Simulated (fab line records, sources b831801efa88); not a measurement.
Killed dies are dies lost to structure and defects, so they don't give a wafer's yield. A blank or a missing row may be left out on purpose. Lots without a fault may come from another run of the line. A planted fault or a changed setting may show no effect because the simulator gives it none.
fab line records | flow gf180mcu
record lots=5 wafers=15 last_day=33
route steps=602 shown V3@441 M4@456 V4@476
lots that met no fault: from a run of the same line without faults
start_h: hours from the record's first day to the start of the lot's first wafer shown | wait_h: hours since the lot's step before | " the same as in the row above | L1.1+2: a row that stands for several wafers | - no value, or no start given | * or withheld: withheld | < > ~ a bound
route shown NAME@n: a module of which the file shows steps, and the number in the route of the first | usual: mean/standard deviation of fault-free wafers | same: alike in all rows | chamber/n: place in a boat | sites: the reading at each site | _std_site: their standard deviation | _edge_site: outer sites' mean less inner sites' | radius_mm: how far each site lies from the wafer's centre | mask NAME#n: copy n | behind: the tool/chamber that last shaped the wafer | hold: why the lot was held/for how many hours/how that ended | device: the transistor (n, p or np) that didn't switch | end of line: the same wafers' tests at the end of the route | a step without rows: its recipe alone | killed: dies lost to structure and defects at the first sort, not the wafer's yield | map: a wafer's dies, x killed, . not, _ none there
set.NAME: the setting as run; set.NAME@STEP: as run at that earlier step | model.NAME: the simulator's own value behind a step, which no gauge read
lots at some steps of the route; a table a step, a row a wafer
services: from which hour (start_h, from the record's first day; less than 0 if before it) a tool's chamber was out of use, for how many hours, and why
## steps
# step GF_V3_PEB_12
# recipe peb_temp_c=135 peb_time_s=90 resist=KrF
# columns lot.wafer tool chamber start_h wait_h
L075.4+5+6 litho_track-03 0 - -
L084.1+2+4 litho_track-03 0 - -
L089.2+3+4 litho_track-04 0 - -
L091.2+5+6 litho_track-03 0 - -
L093.1+2+3 litho_track-04 0 - -
# step GF_V3_DEVELOP_13
# recipe develop_time_s=60 resist=KrF dev_temp_c=21
# columns lot.wafer tool chamber start_h wait_h
L075.4+5+6 litho_track-03 0 522.76 0.1
L084.1+2+4 litho_track-03 0 600.23 0.2
L089.2+3+4 litho_track-04 0 634.80 0.2
L091.2+5+6 litho_track-03 0 649.61 0.2
L093.1+2+3 litho_track-04 0 664.73 0.2
# step GF_V3_CD_MEAS_14
# recipe target_cd_nm=260
# usual cd_nm=260.3/1.1
# columns lot.wafer tool chamber start_h wait_h cd_nm
L075.4 cd_sem-01 - 522.89 0.1 259.2
L075.5 " - " " 260.4
L075.6 " - " " 260.3
L084.1 cd_sem-01 - 600.38 0.1 260.2
L084.2 " - " " 259.5
L084.4 " - " " 261.4
L089.2 cd_sem-01 - 634.95 0.1 261.3
L089.3 " - " " 260.1
L089.4 " - " " 260.3
L091.2 cd_sem-01 - 649.75 0.1 257.8
L091.5 " - " " 260.5
L091.6 " - " " 259.0
L093.1 cd_sem-02 - 664.88 0.1 260.6
L093.2 " - " " 260.0
L093.3 " - " " 260.5
# step GF_V3_OVL_MEAS_15
# usual V3_OVL=-2/5.5
# columns lot.wafer tool chamber start_h wait_h V3_OVL[nm]
L075.4 overlay-01 - 522.97 0.1 -1
L075.5 " - " " 5
L075.6 " - " " -4
L084.1 overlay-01 - 600.50 0.1 3
L084.2 " - " " -2
L084.4 " - " " -15
L089.2 overlay-01 - 635.06 0.1 -6
L089.3 " - " " -3
L089.4 " - " " 2
L091.2 overlay-01 - 649.86 0.1 -1
L091.5 " - " " 6
L091.6 " - " " -4
L093.1 overlay-01 - 665.00 0.1 2
L093.2 " - " " 11
L093.3 " - " " 0
# step GF_V3_ETCH_16
# recipe chemistry=N2/H2 target_depth_a=withheld overetch_a=withheld time_s=withheld target=BARC ion_energy_ev=200 source_w=500 bias_w=100 pressure_mtorr=30 n2_flow_sccm=100 h2_flow_sccm=200
# usual drypump_motor_current_A=5.6/0.57 oes_product_au=0.854/0.0045 throttle_valve_pct=13.223/0.0086
# columns lot.wafer tool chamber start_h wait_h drypump_motor_current_A oes_product_au throttle_valve_pct
L075.4 rie_diel-04 3 523.01 0.0 6.1 0.852 13.225
L075.5 " 1 " " 5.4 0.854 13.222
L075.6 " 0 " " 5.1 0.859 13.220
L084.1 rie_diel-01 0 600.54 0.0 5.8 0.852 13.219
L084.2 " 1 " " 4.6 0.858 13.213
L084.4 " 3 " " 5.0 0.862 13.222
L089.2 rie_diel-01 3 635.09 0.0 5.0 0.862 13.215
L089.3 " 2 " " 5.4 0.854 13.212
L089.4 " 1 " " 4.6 0.851 13.224
L091.2 rie_diel-01 1 649.89 0.0 4.6 0.860 13.219
L091.5 " 1 " " 4.7 0.849 13.225
L091.6 " 0 " " 5.8 0.854 13.229
L093.1 rie_diel-01 1 665.04 0.0 4.6 0.853 13.209
L093.2 " 2 " " 5.3 0.857 13.234
L093.3 " 0 " " 5.9 0.854 13.223
# step GF_V3_ETCH_17
# recipe chemistry=C4F8/O2/Ar mask_material=KrF target=SiO2 stop_on=TiN source_w=1500 bias_w=1200 pressure_mtorr=40 c4f8_flow_sccm=withheld O2_flow_sccm=6 Ar_flow_sccm=300 time_s=withheld target_depth_a=6350
# usual oes_product_au=0.856/0.0044
# columns lot.wafer tool chamber start_h wait_h oes_product_au
L075.4 rie_diel-04 3 - - 0.858
L075.5 " 1 " " 0.857
L075.6 " 0 " " 0.860
L084.1 rie_diel-01 0 - - 0.861
L084.2 " 1 " " 0.857
L084.4 " 3 " " 0.860
L089.2 rie_diel-01 3 - - 0.858
L089.3 " 2 " " 0.856
L089.4 " 1 " " 0.859
L091.2 rie_diel-01 1 - - 0.854
L091.5 " 1 " " 0.860
L091.6 " 0 " " 0.848
L093.1 rie_diel-01 1 - - 0.852
L093.2 " 2 " " 0.864
L093.3 " 0 " " 0.853
# step GF_V3_STRIP_18
# recipe chemistry=O2/N2 power_w=1400 pressure_mtorr=1500 platen_temp_c=250 o2_flow_sccm=3000 n2_flow_sccm=300 overash_fraction=0.5
# usual drypump_motor_current_A=6.0/0.42 heater_power_w=320/9.1 o2_flow_sccm=3000/10 oes_product_au=0.593/0.0045
# columns lot.wafer tool chamber start_h wait_h drypump_motor_current_A heater_power_w o2_flow_sccm oes_product_au rf_hours_counter_h
L075.4 plasma_asher-01 0 523.15 - 6.8 321 2985 0.594 -
L075.5 " 1 " " 5.2 327 2993 0.592 -
L075.6 " 0 " " 6.7 323 2982 0.585 -
L084.1 plasma_asher-04 0 600.67 - 5.8 328 2993 0.595 17
L084.2 " 1 " " 5.9 320 3005 0.590 17
L084.4 " 0 " " 5.8 329 3003 0.605 -
L089.2 plasma_asher-01 1 635.21 - 5.2 318 3007 0.593 51
L089.3 " 1 " " 5.2 319 3014 0.598 -
L089.4 " 0 " " 6.7 328 3009 0.599 -
L091.2 plasma_asher-04 1 650.02 - 5.9 325 3004 0.600 23
L091.5 " 1 " " 5.9 317 2999 0.597 -
L091.6 " 0 " " 5.8 330 2989 0.595 -
L093.1 plasma_asher-01 0 665.16 - 6.8 320 2996 0.600 52
L093.2 " 1 " " 5.2 320 2997 0.597 52
L093.3 " 0 " " 6.8 327 3009 0.595 -
# step GF_V3_STRIP_19
# recipe chemistry=post_etch_residue_remover time_s=1200 temp_c=72.5
# columns lot.wafer tool chamber start_h wait_h
L075.4+5+6 wet_bench-04 0 523.22 0.0
L084.1+2+4 wet_bench-03 3 600.77 0.1
L089.2+3+4 wet_bench-04 3 635.31 0.1
L091.2+5+6 wet_bench-04 1 650.12 0.1
L093.1+2+3 wet_bench-03 0 665.26 0.1
# step GF_V3_CLEAN_20
# recipe chemistry=DIW dry=n2_spin
# columns lot.wafer tool chamber start_h wait_h
L075.4+5+6 wet_bench-02 1 523.56 0.0
L084.1+2+4 wet_bench-04 1 601.14 0.0
L089.2+3+4 wet_bench-02 1 635.66 0.0
L091.2+5+6 wet_bench-02 2 650.46 0.0
L093.1+2+3 wet_bench-02 3 665.61 0.0
# step GF_V3_SPUTTER_21
# recipe material=Ti target_thk_nm=15 chamber_pressure_pa=5 power_w=2500 substrate_temp_c=200 time_s=80.02
# usual throttle_valve_pct=30.0/1.3
# columns lot.wafer tool chamber start_h wait_h throttle_valve_pct
L075.4 pvd_sputter-03 - 523.65 0.0 29.0
L075.5 " - " " 30.7
L075.6 " - " " 29.2
L084.1 pvd_sputter-01 - 601.23 0.0 31.4
L084.2 " - " " 30.7
L084.4 " - " " 29.8
L089.2 pvd_sputter-03 - 635.76 0.0 29.4
L089.3 " - " " 28.9
L089.4 " - " " 30.4
L091.2 pvd_sputter-03 - 650.55 0.0 30.5
L091.5 " - " " 30.6
L091.6 " - " " 30.7
L093.1 pvd_sputter-01 - 665.70 0.0 29.9
L093.2 " - " " 29.0
L093.3 " - " " 31.7
# step GF_V3_SPUTTER_22
# recipe material=TiN target_thk_nm=10 chamber_pressure_pa=5 power_w=4000 time_s=40
# usual throttle_valve_pct=30.0/1.3
# columns lot.wafer tool chamber start_h wait_h throttle_valve_pct
L075.4 pvd_sputter-03 - 523.72 0.0 28.9
L075.5 " - " " 30.6
L075.6 " - " " 29.1
L084.1 pvd_sputter-01 - 601.29 0.0 31.5
L084.2 " - " " 30.3
L084.4 " - " " 29.7
L089.2 pvd_sputter-03 - 635.82 0.0 29.2
L089.3 " - " " 28.8
L089.4 " - " " 30.5
L091.2 pvd_sputter-03 - 650.61 0.0 30.6
L091.5 " - " " 30.7
L091.6 " - " " 30.5
L093.1 pvd_sputter-01 - 665.76 0.0 29.7
L093.2 " - " " 29.4
L093.3 " - " " 31.8
# step GF_V3_CVD_23
# recipe material=W target_thk_nm=350 time_s=104.9 temp_c=400 pressure_torr=40
# usual heater_power_w=870/39
# columns lot.wafer tool chamber start_h wait_h heater_power_w
L075.4 cvd_w-02 1 523.80 0.1 877
L075.5 " 0 " " 819
L075.6 " 1 " " 882
L084.1 cvd_w-02 1 601.33 0.0 904
L084.2 " 0 " " 810
L084.4 " 1 " " 896
L089.2 cvd_w-02 1 635.86 0.0 887
L089.3 " 1 " " 929
L089.4 " 0 " " 831
L091.2 cvd_w-02 0 650.65 0.0 795
L091.5 " 0 " " 788
L091.6 " 1 " " 877
L093.1 cvd_w-01 0 665.80 0.0 884
L093.2 " 1 " " 914
L093.3 " 0 " " 885
# step GF_V3_RS_MEAS_24
# recipe thk_meas_gauge=four-point-probe reads=W_of_V3_CVD_23+TiN_of_V3_SPUTTER_22+Ti_of_V3_SPUTTER_21
# usual V3_W_RS=0.331/0.0031
# columns lot.wafer tool chamber start_h wait_h V3_W_RS[ohm/sq]
L075.4 film_metro-04 - 523.94 0.1 0.334
L075.5 " - " " 0.330
L075.6 " - " " 0.336
L084.1 film_metro-04 - 601.45 0.1 0.330
L084.2 " - " " 0.333
L084.4 " - " " 0.330
L089.2 film_metro-04 - 635.99 0.1 0.334
L089.3 " - " " 0.334
L089.4 " - " " 0.335
L091.2 film_metro-02 - 650.78 0.1 0.326
L091.5 " - " " 0.324
L091.6 " - " " 0.331
L093.1 film_metro-03 - 665.91 0.1 0.327
L093.2 " - " " 0.332
L093.3 " - " " 0.327
# step GF_V3_THK_MEAS_25
# recipe thk_meas_gauge=xrf reads=W_of_V3_CVD_23
# usual V3_W_THK=352/4.2
# columns lot.wafer tool chamber start_h wait_h V3_W_THK[nm]
L075.4 film_metro-04 - 524.03 0.1 348
L075.5 " - " " 355
L075.6 " - " " 348
L084.1 film_metro-04 - 601.57 0.1 353
L084.2 " - " " 348
L084.4 " - " " 355
L089.2 film_metro-04 - 636.10 0.1 354
L089.3 " - " " 353
L089.4 " - " " 352
L091.2 film_metro-02 - 650.89 0.1 353
L091.5 " - " " 356
L091.6 " - " " 348
L093.1 film_metro-03 - 666.03 0.1 356
L093.2 " - " " 350
L093.3 " - " " 355
# step GF_V3_CMP_26
# recipe stop_on=SiO2 down_force_psi=3.5 platen_rpm=60 t_overpolish_s=15 target_thk_nm=0 pad_velocity_m_s=0.94248
# usual edge_zone_pressure_frac=1.000/0.0043 motor_current_A=10.5/1.2 overpolish_run_s=15.001/0.0091 platen_rpm=60.00/0.045 time_to_endpoint_s=82.5/2.8
# columns lot.wafer tool chamber start_h wait_h edge_zone_pressure_frac motor_current_A overpolish_run_s platen_rpm time_to_endpoint_s
L075.4 cmp-02 0 524.11 0.1 0.995 10.4 14.994 59.91 80.8
L075.5 " 3 " " 1.003 10.5 15.002 59.94 82.0
L075.6 " 0 " " 0.997 10.3 15.011 59.97 78.5
L084.1 cmp-01 2 601.63 0.1 0.999 12.6 14.984 60.05 79.4
L084.2 " 0 " " 1.003 10.7 15.007 60.00 81.8
L084.4 " 1 " " 1.005 10.7 14.999 60.04 84.0
L089.2 cmp-01 3 636.20 0.1 0.999 8.3 15.008 60.06 79.7
L089.4 " 0 " " 1.003 10.8 14.996 60.07 81.9
L089.3 " 1 " " 1.010 11.2 15.003 59.96 82.7
L091.2 cmp-02 2 650.99 0.1 1.003 8.8 14.979 60.01 87.9
L091.5 " 1 " " 0.999 10.5 14.995 60.06 86.8
L091.6 " 2 " " 1.003 9.4 15.006 59.99 82.9
L093.1 cmp-02 2 666.38 0.3 1.000 9.2 15.002 59.95 80.9
L093.3 " 3 " " 1.002 10.5 14.997 60.06 81.8
L093.2 " 1 " " 1.000 10.9 14.995 60.04 82.2
# step GF_M4_SPUTTER_00
# recipe material=Ti target_thk_nm=37.5 arriving_ion_energy_ev=80 substrate_temp_c=200 chamber_pressure_pa=2 power_w=4000 time_s=150
# usual throttle_valve_pct=30.0/1.2
# columns lot.wafer tool chamber start_h wait_h throttle_valve_pct
L075.4 pvd_sputter-01 - 524.36 0.2 29.8
L075.5 " - " " 30.2
L075.6 " - " " 30.0
L084.1 pvd_sputter-02 - 601.93 0.2 30.4
L084.2 " - " " 29.6
L084.4 " - " " 31.0
L089.2 pvd_sputter-04 - 636.45 0.2 27.6
L089.3 " - " " 32.5
L089.4 " - " " 30.4
L091.2 pvd_sputter-01 - 651.24 0.2 30.3
L091.5 " - " " 30.5
L091.6 " - " " 30.0
L093.1 pvd_sputter-02 - 666.68 0.2 29.8
L093.2 " - " " 30.9
L093.3 " - " " 30.5
# step GF_M4_SPUTTER_01
# recipe material=TiN target_thk_nm=30 power_w=6500 time_s=25 chamber_pressure_pa=0.4
# usual throttle_valve_pct=30.1/1.3
# columns lot.wafer tool chamber start_h wait_h throttle_valve_pct
L075.4 pvd_sputter-01 - 524.47 0.1 29.7
L075.5 " - " " 30.3
L075.6 " - " " 29.7
L084.1 pvd_sputter-02 - 602.03 0.1 30.5
L084.2 " - " " 29.7
L084.4 " - " " 30.7
L089.2 pvd_sputter-04 - 636.55 0.1 27.7
L089.3 " - " " 32.6
L089.4 " - " " 30.5
L091.2 pvd_sputter-01 - 651.34 0.1 30.3
L091.5 " - " " 30.2
L091.6 " - " " 29.7
L093.1 pvd_sputter-02 - 666.78 0.1 29.4
L093.2 " - " " 30.8
L093.3 " - " " 30.1
# step GF_M4_SPUTTER_02
# recipe material=AlCu target_thk_nm=450 power_w=10600 time_s=23.9 chamber_pressure_pa=0.4
# usual throttle_valve_pct=30.1/1.3
# columns lot.wafer tool chamber start_h wait_h throttle_valve_pct
L075.4 pvd_sputter-01 - 524.50 0.0 29.9
L075.5 " - " " 30.1
L075.6 " - " " 30.1
L084.1 pvd_sputter-02 - 602.06 0.0 30.4
L084.2 " - " " 29.6
L084.4 " - " " 30.9
L089.2 pvd_sputter-04 - 636.58 0.0 27.4
L089.3 " - " " 32.6
L089.4 " - " " 30.4
L091.2 pvd_sputter-01 - 651.37 0.0 30.2
L091.5 " - " " 30.1
L091.6 " - " " 29.9
L093.1 pvd_sputter-02 - 666.81 0.0 29.6
L093.2 " - " " 31.0
L093.3 " - " " 30.6
# step GF_M4_SPUTTER_03
# recipe material=Ti target_thk_nm=10 substrate_temp_c=300 chamber_pressure_pa=0.3 power_w=3000 time_s=6.7
# usual throttle_valve_pct=30.1/1.3
# columns lot.wafer tool chamber start_h wait_h throttle_valve_pct
L075.4 pvd_sputter-01 - 524.54 0.0 30.0
L075.5 " - " " 30.2
L075.6 " - " " 29.7
L084.1 pvd_sputter-02 - 602.09 0.0 30.8
L084.2 " - " " 29.6
L084.4 " - " " 30.6
L089.2 pvd_sputter-04 - 636.61 0.0 27.5
L089.3 " - " " 32.6
L089.4 " - " " 30.1
L091.2 pvd_sputter-01 - 651.40 0.0 29.9
L091.5 " - " " 30.2
L091.6 " - " " 29.8
L093.1 pvd_sputter-02 - 666.84 0.0 29.7
L093.2 " - " " 30.8
L093.3 " - " " 30.4
# step GF_M4_SPUTTER_04
# recipe material=TiN target_thk_nm=50 power_w=6500 time_s=41.7 chamber_pressure_pa=0.4
# usual throttle_valve_pct=30.0/1.3
# columns lot.wafer tool chamber start_h wait_h throttle_valve_pct
L075.4 pvd_sputter-01 - 524.56 0.0 30.0
L075.5 " - " " 30.3
L075.6 " - " " 30.1
L084.1 pvd_sputter-02 - 602.11 0.0 30.4
L084.2 " - " " 29.7
L084.4 " - " " 30.8
L089.2 pvd_sputter-04 - 636.63 0.0 27.4
L089.3 " - " " 32.5
L089.4 " - " " 30.1
L091.2 pvd_sputter-01 - 651.42 0.0 30.2
L091.5 " - " " 30.0
L091.6 " - " " 29.8
L093.1 pvd_sputter-02 - 666.86 0.0 29.9
L093.2 " - " " 30.9
L093.3 " - " " 30.5
# step GF_M4_RS_MEAS_05
# recipe thk_meas_gauge=four-point-probe reads=TiN_of_M4_SPUTTER_04+Ti_of_M4_SPUTTER_03+AlCu_of_M4_SPUTTER_02+TiN_of_M4_SPUTTER_01+Ti_of_M4_SPUTTER_00
# usual M4_ALCU_RS=0.0693/0.00075
# columns lot.wafer tool chamber start_h wait_h M4_ALCU_RS[ohm/sq]
L075.4 film_metro-02 - 524.66 0.1 0.0693
L075.5 " - " " 0.0693
L075.6 " - " " 0.0699
L084.1 film_metro-04 - 602.15 0.0 0.0691
L084.2 " - " " 0.0698
L084.4 " - " " 0.0689
L089.2 film_metro-01 - 636.69 0.0 0.0671
L089.3 " - " " 0.0681
L089.4 " - " " 0.0680
L091.2 film_metro-01 - 651.48 0.0 0.0702
L091.5 " - " " 0.0709
L091.6 " - " " 0.0713
L093.1 film_metro-02 - 666.90 0.0 0.0690
L093.2 " - " " 0.0686
L093.3 " - " " 0.0692
# step GF_M4_THK_MEAS_06
# recipe thk_meas_gauge=xrf reads=AlCu_of_M4_SPUTTER_02
# usual M4_ALCU_THK=452/5.4
# columns lot.wafer tool chamber start_h wait_h M4_ALCU_THK[nm]
L075.4 film_metro-02 - 524.75 0.1 456
L075.5 " - " " 455
L075.6 " - " " 452
L084.1 film_metro-04 - 602.27 0.1 451
L084.2 " - " " 449
L084.4 " - " " 454
L089.2 film_metro-01 - 636.80 0.1 463
L089.3 " - " " 457
L089.4 " - " " 458
L091.2 film_metro-01 - 651.59 0.1 446
L091.5 " - " " 442
L091.6 " - " " 439
L093.1 film_metro-02 - 667.02 0.1 457
L093.2 " - " " 460
L093.3 " - " " 454
# step GF_M4_DEHYDRATE_07
# recipe temp_c=200 time_s=60
# columns lot.wafer tool chamber start_h wait_h
L075.4+5+6 litho_track-04 0 535.41 10.6
L084.1+2+4 litho_track-03 0 611.93 9.6
L089.2+3+4 litho_track-03 0 645.76 8.9
L091.2+5+6 litho_track-03 0 660.91 9.3
L093.1+2+3 litho_track-03 0 676.03 9.0
# step GF_M4_HMDS_08
# recipe prime_time_s=60 prime_temp_c=120
# columns lot.wafer tool chamber start_h wait_h
L075.4+5+6 litho_track-04 0 535.56 0.1
L084.1+2+4 litho_track-03 0 612.08 0.1
L089.2+3+4 litho_track-03 0 645.91 0.1
L091.2+5+6 litho_track-03 0 661.06 0.1
L093.1+2+3 litho_track-03 0 676.18 0.1
# step GF_M4_COAT_09
# recipe resist=KrF spin_rpm=withheld resist_thk_nm=1000
# columns lot.wafer tool chamber start_h wait_h
L075.4+5+6 litho_track-04 0 535.71 0.1
L084.1+2+4 litho_track-03 0 612.23 0.1
L089.2+3+4 litho_track-03 0 646.06 0.1
L091.2+5+6 litho_track-03 0 661.21 0.1
L093.1+2+3 litho_track-03 0 676.33 0.1
# step GF_M4_SOFTBAKE_10
# recipe temp_c=130 time_s=60 resist=KrF
# columns lot.wafer tool chamber start_h wait_h
L075.4+5+6 litho_track-04 0 535.86 0.1
L084.1+2+4 litho_track-03 0 612.38 0.1
L089.2+3+4 litho_track-03 0 646.21 0.1
L091.2+5+6 litho_track-03 0 661.36 0.1
L093.1+2+3 litho_track-03 0 676.48 0.1
# step GF_M4_EXPOSE_11
# recipe mask_id=Metal4 target_cd_nm=280 na=0.68 source_shape=conventional sigma_outer=0.6 dose_mj=28
# columns lot.wafer tool chamber start_h wait_h mask
L075.4+5+6 krf_scanner-02 0 - - Metal4#0
L084.1+2+4 krf_scanner-01 0 - - Metal4#0
L089.2+3+4 krf_scanner-01 0 - - Metal4#0
L091.2+5+6 krf_scanner-02 0 - - Metal4#0
L093.1+2+3 krf_scanner-01 0 - - Metal4#0
# step GF_M4_PEB_12
# recipe peb_temp_c=135 peb_time_s=90 resist=KrF
# columns lot.wafer tool chamber start_h wait_h
L075.4+5+6 litho_track-01 0 - -
L084.1+2+4 litho_track-04 0 - -
L089.2+3+4 litho_track-04 0 - -
L091.2+5+6 litho_track-03 0 - -
L093.1+2+3 litho_track-01 0 - -
# step GF_M4_DEVELOP_13
# recipe develop_time_s=60 dev_temp_c=21
# columns lot.wafer tool chamber start_h wait_h
L075.4+5+6 litho_track-01 0 547.17 0.1
L084.1+2+4 litho_track-04 0 622.93 0.2
L089.2+3+4 litho_track-04 0 655.90 0.2
L091.2+5+6 litho_track-03 0 670.51 0.2
L093.1+2+3 litho_track-01 0 685.44 0.2
# step GF_M4_CD_MEAS_14
# recipe target_cd_nm=280
# usual cd_nm=280.0/1.3
# columns lot.wafer tool chamber start_h wait_h cd_nm
L075.4 cd_sem-01 - 547.30 0.1 278.5
L075.5 " - " " 278.9
L075.6 " - " " 278.1
L084.1 cd_sem-01 - 623.08 0.1 281.5
L084.2 " - " " 280.0
L084.4 " - " " 279.2
L089.2 cd_sem-02 - 656.05 0.1 279.9
L089.3 " - " " 279.6
L089.4 " - " " 279.5
L091.2 cd_sem-01 - 670.65 0.1 280.4
L091.5 " - " " 280.6
L091.6 " - " " 280.4
L093.1 cd_sem-01 - 685.59 0.1 279.5
L093.2 " - " " 278.9
L093.3 " - " " 280.2
# step GF_M4_OVL_MEAS_15
# usual M4_OVL=-3/5.8
# columns lot.wafer tool chamber start_h wait_h M4_OVL[nm]
L075.4 overlay-01 - 547.38 0.1 4
L075.5 " - " " -4
L075.6 " - " " 1
L084.1 overlay-02 - 623.20 0.1 6
L084.2 " - " " 7
L084.4 " - " " 8
L089.2 overlay-01 - 656.16 0.1 -6
L089.3 " - " " -1
L089.4 " - " " 2
L091.2 overlay-02 - 670.76 0.1 -5
L091.5 " - " " 3
L091.6 " - " " -13
L093.1 overlay-01 - 685.71 0.1 0
L093.2 " - " " -2
L093.3 " - " " 5
# step GF_M4_METAL_ETCH_16
# recipe chemistry=Cl2/BCl3 mask_material=KrF target_depth_nm=750.8 stop_on=SiO2 pressure_mtorr=8 icp_w=800 bias_w=140 Cl2_flow_sccm=80 bcl3_flow_sccm=40 time_s=125.1
# usual drypump_motor_current_A=5.9/0.42 oes_product_au=0.990/0.0053 throttle_valve_pct=28.228/0.0096
# columns lot.wafer tool chamber start_h wait_h drypump_motor_current_A oes_product_au rf_hours_counter_h throttle_valve_pct
L075.4 rie_metal-02 0 547.44 0.1 5.3 0.989 - 28.229
L075.5 " 0 " " 5.3 0.983 - 28.209
L075.6 " 1 " " 5.9 0.991 - 28.223
L084.1 rie_metal-04 0 623.24 0.0 6.1 0.988 4 28.225
L084.2 " 1 " " 5.6 0.983 13 28.251
L084.4 " 0 " " 6.1 0.992 - 28.238
L089.2 rie_metal-01 1 656.19 0.0 6.6 0.999 13 28.240
L089.3 " 0 " " 5.9 0.992 - 28.228
L089.4 " 1 " " 6.6 0.997 - 28.230
L091.2 rie_metal-02 1 670.79 0.0 5.9 0.992 1 28.217
L091.5 " 1 " " 5.9 0.985 - 28.231
L091.6 " 0 " " 5.3 0.986 - 28.220
L093.1 rie_metal-01 1 685.74 0.0 6.6 1.002 15 28.229
L093.2 " 1 " " 6.7 0.996 - 28.216
L093.3 " 1 " " 6.7 1.001 - 28.237
# step GF_M4_STRIP_17
# recipe chemistry=O2/N2 power_w=1400 pressure_mtorr=1500 platen_temp_c=250 o2_flow_sccm=3000 n2_flow_sccm=300 overash_fraction=0.5
# usual drypump_motor_current_A=5.7/0.59 heater_power_w=322/10 o2_flow_sccm=3000/9.5 oes_product_au=0.538/0.0045 strip_time_to_endpoint_s=7.39/0.044
# columns lot.wafer tool chamber start_h wait_h drypump_motor_current_A heater_power_w o2_flow_sccm oes_product_au rf_hours_counter_h strip_time_to_endpoint_s
L075.4 plasma_asher-03 0 547.56 0.1 5.5 330 2988 0.544 - 7.40
L075.5 " 0 " " 5.5 337 3000 0.543 - 7.45
L075.6 " 1 " " 5.0 308 3000 0.539 - 7.35
L084.1 plasma_asher-01 0 623.36 0.1 6.7 328 3011 0.537 50 7.47
L084.2 " 1 " " 5.2 320 2995 0.536 50 7.46
L084.4 " 1 " " 5.2 316 2983 0.550 - 7.45
L089.2 plasma_asher-03 1 656.31 0.1 5.0 307 2996 0.534 107 7.34
L089.3 " 1 " " 5.0 299 2995 0.540 - 7.33
L089.4 " 0 " " 5.5 325 3007 0.529 - 7.32
L091.2 plasma_asher-01 1 670.92 0.1 5.3 318 3010 0.544 53 7.38
L091.5 " 0 " " 6.8 335 3004 0.535 - 7.41
L091.6 " 1 " " 5.2 313 3004 0.536 - 7.38
L093.1 plasma_asher-04 1 686.00 0.2 5.9 324 2982 0.535 26 7.38
L093.2 " 0 " " 5.8 328 3016 0.544 26 7.38
L093.3 " 1 " " 5.9 318 2979 0.536 - 7.36
# step GF_M4_STRIP_18
# recipe chemistry=post_etch_residue_remover time_s=1200 temp_c=72.5
# columns lot.wafer tool chamber start_h wait_h
L075.4+5+6 wet_bench-04 1 547.63 0.0
L084.1+2+4 wet_bench-03 0 623.46 0.1
L089.2+3+4 wet_bench-03 1 656.41 0.1
L091.2+5+6 wet_bench-03 2 671.06 0.1
L093.1+2+3 wet_bench-01 0 686.10 0.1
# step GF_M4_CLEAN_19
# recipe chemistry=DIW dry=n2_spin
# columns lot.wafer tool chamber start_h wait_h
L075.4+5+6 wet_bench-01 3 547.97 0.0
L084.1+2+4 wet_bench-04 1 623.81 0.0
L089.2+3+4 wet_bench-04 3 656.76 0.0
L091.2+5+6 wet_bench-01 0 671.40 0.0
L093.1+2+3 wet_bench-03 2 686.44 0.0
# step GF_V4_CVD_00
# recipe material=SiO2 target_thk_nm=600 sigma_open_frac=0.3 temp_c=400 time_s=100 sih4_flow_sccm=60 pressure_mtorr=6
# columns lot.wafer tool chamber start_h wait_h
L075.4+5+6 hdpcvd-01 0,1,2 548.10 0.0
L084.1+2+4 hdpcvd-02 0,1,2 623.90 0.0
L089.2+3+4 hdpcvd-02 0,2,2 656.94 0.0
L091.2+5+6 hdpcvd-01 2,0,1 671.49 0.0
L093.1+2+3 hdpcvd-02 0,1,0 686.54 0.0
# step GF_V4_THK_MEAS_01
# recipe reads=SiO2_of_V4_CVD_00
# usual V4_CVD_00_THK=599/4.9
# columns lot.wafer tool chamber start_h wait_h V4_CVD_00_THK[nm]
L075.4 film_metro-03 - 548.16 0.0 593
L075.5 " - " " 594
L075.6 " - " " 598
L084.1 film_metro-01 - 623.97 0.0 598
L084.2 " - " " 594
L084.4 " - " " 603
L089.2 film_metro-03 - 657.02 0.0 599
L089.3 " - " " 606
L089.4 " - " " 594
L091.2 film_metro-03 - 671.57 0.0 599
L091.5 " - " " 603
L091.6 " - " " 603
L093.1 film_metro-03 - 686.65 0.1 592
L093.2 " - " " 605
L093.3 " - " " 593
# step GF_V4_CVD_02
# recipe material=SiO2 target_thk_nm=850 precursor=TEOS temp_c=400 time_s=94.851 rf_w=600
# usual heater_power_w=616/94
# columns lot.wafer tool chamber start_h wait_h heater_power_w
L075.4 pecvd-03 0 548.23 0.1 645
L075.5 " 1 " " 632
L075.6 " 2 " " 527
L084.1 pecvd-02 1 624.03 0.1 644
L084.2 " 0 " " 457
L084.4 " 0 " " 493
L089.2 pecvd-02 1 657.07 0.0 722
L089.3 " 0 " " 483
L089.4 " 1 " " 567
L091.2 pecvd-04 2 671.62 0.0 513
L091.5 " 2 " " 549
L091.6 " 0 " " 516
L093.1 pecvd-02 1 686.71 0.1 621
L093.2 " 0 " " 525
L093.3 " 2 " " 633
# step GF_V4_THK_MEAS_03
# recipe reads=SiO2_of_V4_CVD_02
# usual V4_CVD_02_THK=850/11
# columns lot.wafer tool chamber start_h wait_h V4_CVD_02_THK[nm]
L075.4 film_metro-01 - 548.29 0.0 855
L075.5 " - " " 847
L075.6 " - " " 859
L084.1 film_metro-03 - 624.10 0.0 859
L084.2 " - " " 851
L084.4 " - " " 859
L089.2 film_metro-01 - 657.15 0.0 842
L089.3 " - " " 838
L089.4 " - " " 859
L091.2 film_metro-03 - 671.70 0.0 848
L091.5 " - " " 859
L091.6 " - " " 863
L093.1 film_metro-03 - 686.78 0.0 842
L093.2 " - " " 834
L093.3 " - " " 842
## services
# columns tool chamber start_h hours kind
pvd_sputter-03 - 509.71 2.5 repair
rie_diel-01 3 524.47 3.1 repair
cvd_w-02 - 528.86 2.1 repair
pvd_sputter-01 - 533.63 1.5 repair
plasma_asher-01 - 534.98 3.3 repair
pvd_sputter-02 - 535.81 6.8 repair
pvd_sputter-01 - 551.98 7.7 repair
rie_diel-01 2 554.63 2.6 repair
pvd_sputter-02 - 560.63 5.4 repair
pvd_sputter-01 - 570.48 26.4 repair
cvd_w-02 1 571.36 2.0 repair
rie_diel-01 1 573.84 13.9 repair
wet_bench-02 - 581.89 25.2 repair
plasma_asher-01 - 584.36 23.4 pm
pvd_sputter-03 - 587.65 2.4 repair
cvd_w-02 - 617.67 0.9 repair
plasma_asher-01 - 635.40 17.2 repair
cvd_w-02 - 635.97 3.8 pm
pvd_sputter-01 - 642.42 2.9 repair
rie_diel-01 0 654.40 8.3 repair
rie_diel-01 3 656.31 4.3 repair
pvd_sputter-03 - 664.54 1.5 repair
pvd_sputter-02 - 671.76 7.6 repair
pvd_sputter-03 - 676.32 7.0 repair
## key
fault none
